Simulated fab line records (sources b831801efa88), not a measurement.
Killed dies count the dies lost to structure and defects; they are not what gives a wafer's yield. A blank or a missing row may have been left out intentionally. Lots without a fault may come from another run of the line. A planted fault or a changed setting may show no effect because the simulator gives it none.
A lot that was struck, set against a sound lot | flow sky130 | 15 out of 708 route steps
Sound: wafers L570.1, L570.2, L570.4. Struck: wafer L585.6 (left out: L585.1, L585.5 of the same lot, which were not struck); the cause appears at the end.
Order at every step that has rows: each side's tool, ch and its chambers, its first start. Under that, the readings that differ: sound wafers | struck wafers | difference of the means | sigmas: that difference in standard deviations of wafers without a fault.
alike: words and numbers the same on both sides, and readings whose means are apart by under 2 such deviations; not compared: readings that were withheld, readings missing a value for some wafer, numbers with overlapping values and no deviation given by the record, and bounds like >300 which may hide the same value.
Wherever a step has rows on one side only, a row that says differs or no value, or a row with sigmas, the two part there. When numbers do not overlap yet have no deviation, they are printed without sigmas and do not part them. A reading missing from all wafers of one side parts the sides only when that side holds two or more wafers.

first, 4 steps without rows for these wafers: SKY_LDD_P_SOFTBAKE_03 (time 60 s); SKY_LDD_P_EXPOSE_04 (exposes mask PSDM, target cd 380 nm); SKY_LDD_P_PEB_05; SKY_LDD_P_DEVELOP_06 (develop time 60 s).
SKY_LDD_P_CD_MEAS_07: target cd 380 nm.
  sound on cdSem-01, day 20 23:49; struck on cdSem-02, day 26 04:54
  alike: cdNm
SKY_LDD_P_OVL_MEAS_08:
  sound on overlay-01, day 20 23:56; struck on overlay-01, day 26 05:01
  alike: LDD_P_OVL
after that, 1 step had no rows for these wafers: SKY_LDD_P_IMPLANT_09.
SKY_LDD_P_STRIP_10: strips in O2/N2.
  sound on plasmaAsher-01 ch 0,1, day 21 00:07; struck on plasmaAsher-03 ch 0, day 26 05:12
reading                  | sound             | struck | difference | sigmas
stripTimeToEndpointS (s) | 14.21 14.25 14.27 | 14.12  | -0.12      | -3
  alike: drypumpMotorCurrentA, oesProductAu
  not compared: rfHoursCounterH
SKY_LDD_P_TW_MEAS_11:
  sound on filmMetro-01, day 21 00:13; struck on filmMetro-02, day 26 05:18
  alike: LDD_P_TW
then, 3 steps without rows for these wafers: SKY_LDD_HVN_DEHYDRATE_00 (time 60 s); SKY_LDD_HVN_HMDS_01 (prime time 60 s); SKY_LDD_HVN_COAT_02 (resist thk 300 nm).
SKY_LDD_HVN_SOFTBAKE_03: time 60 s.
  sound on lithoTrack-01 ch 0, day 21 16:09; struck on lithoTrack-01 ch 0, day 26 20:30
reading               | sound             | struck | difference | sigmas
heaterPowerTotalW (W) | 56.52 56.67 56.51 | 60.31  | +3.74      | +85
runLengthS (s)        | 89.24 89.16 89.13 | 78.48  | -10.70     | -51
then, 1 step without rows for these wafers: SKY_LDD_HVN_EXPOSE_04 (exposes mask HVNTM, target cd 700 nm).
-- record jumps: 24 days separate the struck wafers' starts on either side; left off in module LDD_HVN, taken up again in module PAD_OPEN, whose first shown step is the route's number 708 --
SKY_PAD_OPEN_PROBE_99:
  sound on prober-02, day 47 11:47; struck on prober-01, day 50 13:59
  alike: killed_at_M0_to_M3, killed_at_M4_up, killedAtContacts, killedAtFrontEnd, killedAtOther, killedDies, killedOnRim, killedOpen, killedShort

== WHERE THEY PART ==
At SKY_LDD_P_STRIP_10 first; at SKY_LDD_HVN_SOFTBAKE_03 last (within this record only). Later steps at which nothing parts them and some readings are alike: SKY_PAD_OPEN_PROBE_99.

WHY: the cause the simulator had injected
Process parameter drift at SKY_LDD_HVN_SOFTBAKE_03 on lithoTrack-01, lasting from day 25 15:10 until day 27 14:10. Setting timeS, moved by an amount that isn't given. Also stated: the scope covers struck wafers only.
